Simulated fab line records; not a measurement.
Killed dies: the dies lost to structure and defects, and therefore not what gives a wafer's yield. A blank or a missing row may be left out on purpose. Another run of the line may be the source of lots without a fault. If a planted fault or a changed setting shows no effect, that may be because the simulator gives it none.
Chamber matching / flow gf180mcu / GF_V1_CMP_26 on cmp-02 has 4 sister chambers
The step polishes, stops on SiO2, t overpolish 15 s, target thk 0 nm. 14 wafers are shown with their chamber, then 7 later ones without.

== WAFERS, EACH WITH ITS CHAMBER ==
wafer=L310.1; chamber=1; motor_current_A (A)=10.0; time_to_endpoint_s (s)=92; overpolish_run_s (s)=14.991
wafer=L310.3; chamber=2; motor_current_A (A)=10.8; time_to_endpoint_s (s)=89; overpolish_run_s (s)=15.000
wafer=L310.5; chamber=3; motor_current_A (A)=11.1; time_to_endpoint_s (s)=95; overpolish_run_s (s)=15.018
wafer=L313.1; chamber=0; motor_current_A (A)=11.5; time_to_endpoint_s (s)=91; overpolish_run_s (s)=15.001
wafer=L313.3; chamber=3; motor_current_A (A)=10.0; time_to_endpoint_s (s)=90; overpolish_run_s (s)=15.015
wafer=L313.4; chamber=1; motor_current_A (A)=10.6; time_to_endpoint_s (s)=94; overpolish_run_s (s)=15.003
wafer=L315.2; chamber=2; motor_current_A (A)=11.0; time_to_endpoint_s (s)=86; overpolish_run_s (s)=15.006
wafer=L315.3; chamber=0; motor_current_A (A)=11.9; time_to_endpoint_s (s)=88; overpolish_run_s (s)=15.004
wafer=L315.4; chamber=1; motor_current_A (A)=9.8; time_to_endpoint_s (s)=91; overpolish_run_s (s)=15.014
wafer=L316.2; chamber=1; motor_current_A (A)=10.1; time_to_endpoint_s (s)=91; overpolish_run_s (s)=14.997
wafer=L316.4; chamber=3; motor_current_A (A)=11.0; time_to_endpoint_s (s)=88; overpolish_run_s (s)=15.007
wafer=L316.6; chamber=1; motor_current_A (A)=10.8; time_to_endpoint_s (s)=92; overpolish_run_s (s)=14.999
wafer=L329.3; chamber=3; motor_current_A (A)=10.8; time_to_endpoint_s (s)=84; overpolish_run_s (s)=15.003
wafer=L329.4; chamber=2; motor_current_A (A)=11.8; time_to_endpoint_s (s)=78; overpolish_run_s (s)=14.995

SIGNATURES, as means of the wafers listed above
reading=motor_current_A; chamber 0=11.700; chamber 1=10.260; chamber 2=11.200; chamber 3=10.725; scatter within a chamber=0.458
reading=time_to_endpoint_s; chamber 0=89.50; chamber 1=92.00; chamber 2=84.33; chamber 3=89.25; scatter within a chamber=3.71
reading=overpolish_run_s; chamber 0=15.00250; chamber 1=15.00080; chamber 2=15.00033; chamber 3=15.01075; scatter within a chamber=0.00709
Rule: a wafer lies at a distance from a chamber equal to the root of the sum of squares, over the readings, of (its reading less the chamber's mean, divided by the reading's scatter). If the next closest chamber is less than 2 further off than the closest, the wafer can't be placed; otherwise it belongs to the closest. The scatter is the square root of a quotient: the sum, over the shown wafers, of each reading's squared deviation from its chamber's mean, divided by wafers minus chambers.

== WAFERS WITH NO CHAMBER GIVEN ==
wafer=L329.6; motor_current_A (A)=11.2; time_to_endpoint_s (s)=82; overpolish_run_s (s)=14.995
wafer=L331.2; motor_current_A (A)=11.0; time_to_endpoint_s (s)=83; overpolish_run_s (s)=15.002
wafer=L331.4; motor_current_A (A)=11.2; time_to_endpoint_s (s)=85; overpolish_run_s (s)=14.985
wafer=L331.6; motor_current_A (A)=11.3; time_to_endpoint_s (s)=81; overpolish_run_s (s)=15.010
wafer=L333.3; motor_current_A (A)=11.3; time_to_endpoint_s (s)=87; overpolish_run_s (s)=15.004
wafer=L333.4; motor_current_A (A)=10.6; time_to_endpoint_s (s)=87; overpolish_run_s (s)=15.003
wafer=L333.5; motor_current_A (A)=11.3; time_to_endpoint_s (s)=86; overpolish_run_s (s)=15.002

== CHAMBER TAKEN BY EACH ==
wafer=L329.6; from the rows above=can't be placed: 2 or 0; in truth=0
wafer=L331.2; from the rows above=can't be placed: 2 or 3 or 0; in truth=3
wafer=L331.4; from the rows above=can't be placed: 2 or 0 or 1 or 3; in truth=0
wafer=L331.6; from the rows above=can't be placed: 2 or 3 or 0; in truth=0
wafer=L333.3; from the rows above=can't be placed: 2 or 0 or 3 or 1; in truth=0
wafer=L333.4; from the rows above=can't be placed: 3 or 2 or 1 or 0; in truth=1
wafer=L333.5; from the rows above=can't be placed: 2 or 0 or 3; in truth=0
Correctly placed: 0 of 7. Cannot be placed on the basis of these rows: 7; the candidates contain the true chamber in 7. Wrongly placed: 0.
